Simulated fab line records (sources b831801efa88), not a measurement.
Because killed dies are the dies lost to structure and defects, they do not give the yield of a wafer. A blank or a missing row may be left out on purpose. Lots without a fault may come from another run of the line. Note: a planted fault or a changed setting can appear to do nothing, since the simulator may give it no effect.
The tool behind it: which one? / flow gf180mcu / 11 lots, 33 wafers sampled, at 6 steps of a route of 602

## WHAT EACH GAUGE READ, for each wafer
GF_M3_OVL_MEAS_15. Usual: for M3_OVL the level is 3 nm and the standard deviation is 6.1.
lot=L221; measured=day 22 13:18; on=overlay-01; M3_OVL (nm)=1 1 -3; flag=
lot=L223; measured=day 22 18:56; on=overlay-01; M3_OVL (nm)=-2 9 -6; flag=
lot=L222; measured=day 23 00:22; on=overlay-02; M3_OVL (nm)=1 4 2; flag=
lot=L224; measured=day 23 06:25; on=overlay-02; M3_OVL (nm)=4 -3 -1; flag=
lot=L225; measured=day 23 15:42; on=overlay-02; M3_OVL (nm)=17 17 15; flag=
lot=L226; measured=day 24 01:07; on=overlay-02; M3_OVL (nm)=9 -1 5; flag=
lot=L227; measured=day 24 05:10; on=overlay-02; M3_OVL (nm)=-9 5 -4; flag=
lot=L230; measured=day 25 04:02; on=overlay-02; M3_OVL (nm)=0 -7 -7; flag=
lot=L240; measured=day 28 05:22; on=overlay-01; M3_OVL (nm)=-2 -8 3; flag=
lot=L241; measured=day 28 13:17; on=overlay-01; M3_OVL (nm)=6 21 18; flag=
lot=L242; measured=day 28 15:03; on=overlay-02; M3_OVL (nm)=5 1 0; flag=

GF_V3_RS_MEAS_24: a four-point-probe measurement. Usual: for V3_W_RS the level is 0.329 ohm/sq and the standard deviation is 0.0037.
lot=L221; measured=day 23 14:37; on=film metro-03; V3_W_RS (ohm/sq)=0.331 0.331 0.327; flag=
lot=L223; measured=day 23 20:02; on=film metro-02; V3_W_RS (ohm/sq)=0.327 0.333 0.335; flag=
lot=L222; measured=day 24 00:58; on=film metro-03; V3_W_RS (ohm/sq)=0.327 0.325 0.327; flag=
lot=L224; measured=day 24 07:16; on=film metro-03; V3_W_RS (ohm/sq)=0.329 0.337 0.337; flag=
lot=L225; measured=day 24 15:50; on=film metro-02; V3_W_RS (ohm/sq)=0.327 0.327 0.333; flag=
lot=L226; measured=day 25 01:50; on=film metro-01; V3_W_RS (ohm/sq)=0.333 0.325 0.334; flag=
lot=L227; measured=day 25 05:30; on=film metro-03; V3_W_RS (ohm/sq)=0.331 0.326 0.325; flag=
lot=L230; measured=day 26 04:04; on=film metro-01; V3_W_RS (ohm/sq)=0.330 0.329 0.329; flag=
lot=L240; measured=day 29 03:00; on=film metro-01; V3_W_RS (ohm/sq)=0.331 0.331 0.322; flag=
lot=L241; measured=day 29 10:29; on=film metro-03; V3_W_RS (ohm/sq)=0.330 0.339 0.335; flag=
lot=L242; measured=day 29 13:16; on=film metro-03; V3_W_RS (ohm/sq)=0.330 0.326 0.328; flag=

GF_M4_RS_MEAS_05: a four-point-probe measurement. Usual: for M4_ALCU_RS the level is 0.0694 ohm/sq and the standard deviation is 0.00069.
lot=L221; measured=day 23 15:19; on=film metro-03; M4_ALCU_RS (ohm/sq)=0.0690 0.0691 0.0694; flag=
lot=L223; measured=day 23 20:44; on=film metro-04; M4_ALCU_RS (ohm/sq)=0.0705 0.0700 0.0698; flag=
lot=L222; measured=day 24 01:41; on=film metro-01; M4_ALCU_RS (ohm/sq)=0.0692 0.0691 0.0687; flag=
lot=L224; measured=day 24 08:07; on=film metro-03; M4_ALCU_RS (ohm/sq)=0.0689 0.0691 0.0696; flag=
lot=L225; measured=day 24 16:33; on=film metro-01; M4_ALCU_RS (ohm/sq)=0.0691 0.0691 0.0696; flag=
lot=L226; measured=day 25 02:32; on=film metro-04; M4_ALCU_RS (ohm/sq)=0.0681 0.0683 0.0680; flag=
lot=L227; measured=day 25 06:12; on=film metro-01; M4_ALCU_RS (ohm/sq)=0.0702 0.0695 0.0700; flag=
lot=L230; measured=day 26 04:46; on=film metro-03; M4_ALCU_RS (ohm/sq)=0.0619 0.0694 0.0626 0.0621 0.0695 0.0627; flag=OFF
lot=L240; measured=day 29 03:44; on=film metro-03; M4_ALCU_RS (ohm/sq)=0.0696 0.0694 0.0702; flag=
lot=L241; measured=day 29 11:11; on=film metro-01; M4_ALCU_RS (ohm/sq)=0.0687 0.0691 0.0685; flag=
lot=L242; measured=day 29 13:58; on=film metro-03; M4_ALCU_RS (ohm/sq)=0.0700 0.0701 0.0699; flag=

GF_M4_THK_MEAS_06: measures by xrf. Usual: for M4_ALCU_THK the level is 450 nm and the standard deviation is 6.3.
lot=L221; measured=day 23 15:25; on=film metro-03; M4_ALCU_THK (nm)=457 457 456; flag=
lot=L223; measured=day 23 20:52; on=film metro-04; M4_ALCU_THK (nm)=444 447 446; flag=
lot=L222; measured=day 24 01:47; on=film metro-01; M4_ALCU_THK (nm)=445 449 446; flag=
lot=L224; measured=day 24 08:13; on=film metro-03; M4_ALCU_THK (nm)=457 456 452; flag=
lot=L225; measured=day 24 16:40; on=film metro-01; M4_ALCU_THK (nm)=446 448 446; flag=
lot=L226; measured=day 25 02:38; on=film metro-04; M4_ALCU_THK (nm)=458 458 457; flag=
lot=L227; measured=day 25 06:18; on=film metro-01; M4_ALCU_THK (nm)=443 445 441; flag=
lot=L230; measured=day 26 07:27; on=film metro-03; M4_ALCU_THK (nm)=513 455 505 510 454 506; flag=OFF
lot=L240; measured=day 29 03:51; on=film metro-03; M4_ALCU_THK (nm)=455 458 448; flag=
lot=L241; measured=day 29 11:19; on=film metro-01; M4_ALCU_THK (nm)=448 448 454; flag=
lot=L242; measured=day 29 14:05; on=film metro-03; M4_ALCU_THK (nm)=452 450 454; flag=

## WHAT TOOL EACH LOT RAN ON (gives the tool, then ch and the chambers of the sampled wafers, and finally the start)
lot=L221; GF_M3_SPUTTER_00=pvd sputter-01, day 21 13:44; GF_M4_SPUTTER_02=pvd sputter-01, day 23 15:12
lot=L223; GF_M3_SPUTTER_00=pvd sputter-04, day 21 19:50; GF_M4_SPUTTER_02=pvd sputter-01, day 23 20:39
lot=L222; GF_M3_SPUTTER_00=pvd sputter-04, day 22 00:41; GF_M4_SPUTTER_02=pvd sputter-02, day 24 01:34
lot=L224; GF_M3_SPUTTER_00=pvd sputter-01, day 22 08:14; GF_M4_SPUTTER_02=pvd sputter-03, day 24 07:58
lot=L225; GF_M3_SPUTTER_00=pvd sputter-04, day 22 17:08; GF_M4_SPUTTER_02=pvd sputter-01, day 24 16:28
lot=L226; GF_M3_SPUTTER_00=pvd sputter-02, day 23 02:53; GF_M4_SPUTTER_02=pvd sputter-03, day 25 02:25
lot=L227; GF_M3_SPUTTER_00=pvd sputter-01, day 23 06:53; GF_M4_SPUTTER_02=pvd sputter-01, day 25 06:04
lot=L230; GF_M3_SPUTTER_00=pvd sputter-04, day 24 06:14; GF_M4_SPUTTER_02=pvd sputter-01, day 26 04:40
lot=L240; GF_M3_SPUTTER_00=pvd sputter-04, day 27 09:05; GF_M4_SPUTTER_02=pvd sputter-02, day 29 03:38
lot=L241; GF_M3_SPUTTER_00=pvd sputter-04, day 27 17:42; GF_M4_SPUTTER_02=pvd sputter-02, day 29 11:06
lot=L242; GF_M3_SPUTTER_00=pvd sputter-02, day 27 18:53; GF_M4_SPUTTER_02=pvd sputter-02, day 29 13:52
- GF_M3_SPUTTER_00: material Ti, target thk 37.5 nm, time 150 s.
- GF_M4_SPUTTER_02: material AlCu, target thk 450 nm, time 23.9 s.

## WHAT THE TOOLS THEMSELVES READ (means of the sampled wafers that have a number; where no wafer has one, the mark that the record gives instead)
GF_M3_SPUTTER_00. Usual: throttle valve pct 30.0 %, standard deviation 0.86.
lot=L221; tool=pvd sputter-01; throttle valve pct (%)=30.0; flag=
lot=L223; tool=pvd sputter-04; throttle valve pct (%)=29.9; flag=
lot=L222; tool=pvd sputter-04; throttle valve pct (%)=29.3; flag=
lot=L224; tool=pvd sputter-01; throttle valve pct (%)=30.2; flag=
lot=L225; tool=pvd sputter-04; throttle valve pct (%)=30.8; flag=
lot=L226; tool=pvd sputter-02; throttle valve pct (%)=30.2; flag=
lot=L227; tool=pvd sputter-01; throttle valve pct (%)=29.7; flag=
lot=L230; tool=pvd sputter-04; throttle valve pct (%)=29.5; flag=
lot=L240; tool=pvd sputter-04; throttle valve pct (%)=29.5; flag=
lot=L241; tool=pvd sputter-04; throttle valve pct (%)=30.3; flag=
lot=L242; tool=pvd sputter-02; throttle valve pct (%)=29.5; flag=

GF_M4_SPUTTER_02. Usual: throttle valve pct 30.3 %, standard deviation 0.83.
lot=L221; tool=pvd sputter-01; throttle valve pct (%)=30.0; flag=
lot=L223; tool=pvd sputter-01; throttle valve pct (%)=30.2; flag=
lot=L222; tool=pvd sputter-02; throttle valve pct (%)=29.8; flag=
lot=L224; tool=pvd sputter-03; throttle valve pct (%)=30.7; flag=
lot=L225; tool=pvd sputter-01; throttle valve pct (%)=30.6; flag=
lot=L226; tool=pvd sputter-03; throttle valve pct (%)=31.0; flag=
lot=L227; tool=pvd sputter-01; throttle valve pct (%)=30.1; flag=
lot=L230; tool=pvd sputter-01; throttle valve pct (%)=30.8; flag=
lot=L240; tool=pvd sputter-02; throttle valve pct (%)=30.0; flag=
lot=L241; tool=pvd sputter-02; throttle valve pct (%)=30.1; flag=
lot=L242; tool=pvd sputter-02; throttle valve pct (%)=29.4; flag=

## THE ANSWER, worked out from the rows above alone
Rule: lot off if the mean of its wafers having a number is beyond 3 standard deviations from the usual mean. Also off: a lot with no number at a reading for which 4 or more lots have one. All remaining lots with rows at the step are treated as sound. First the gauges in route order, then the tools' own readings, where a lot's mean is used as printed above. At the first step where some lot is off, the reading lying furthest off is the one used; lots without a number count as furthest.
Off: L230, at GF_M4_RS_MEAS_05 (M4_ALCU_RS).
A tool fits if, at a process step before that reading, it ran every lot that is off, and no sound lot after the first of them. Those tools and the gauges at GF_M4_RS_MEAS_05 are tried in the same way. One fits: GF_M4_SPUTTER_02 on pvd sputter-01. A fault onset in the window from L227 (day 25 06:04, its last sound lot) to L230 (day 26 04:40, its first lot off) fits.

## WHAT HAD BEEN PUT IN BY THE SIMULATOR
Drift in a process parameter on pvd sputter-01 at GF_M4_SPUTTER_02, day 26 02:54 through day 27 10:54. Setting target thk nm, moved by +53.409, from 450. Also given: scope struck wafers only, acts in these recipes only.
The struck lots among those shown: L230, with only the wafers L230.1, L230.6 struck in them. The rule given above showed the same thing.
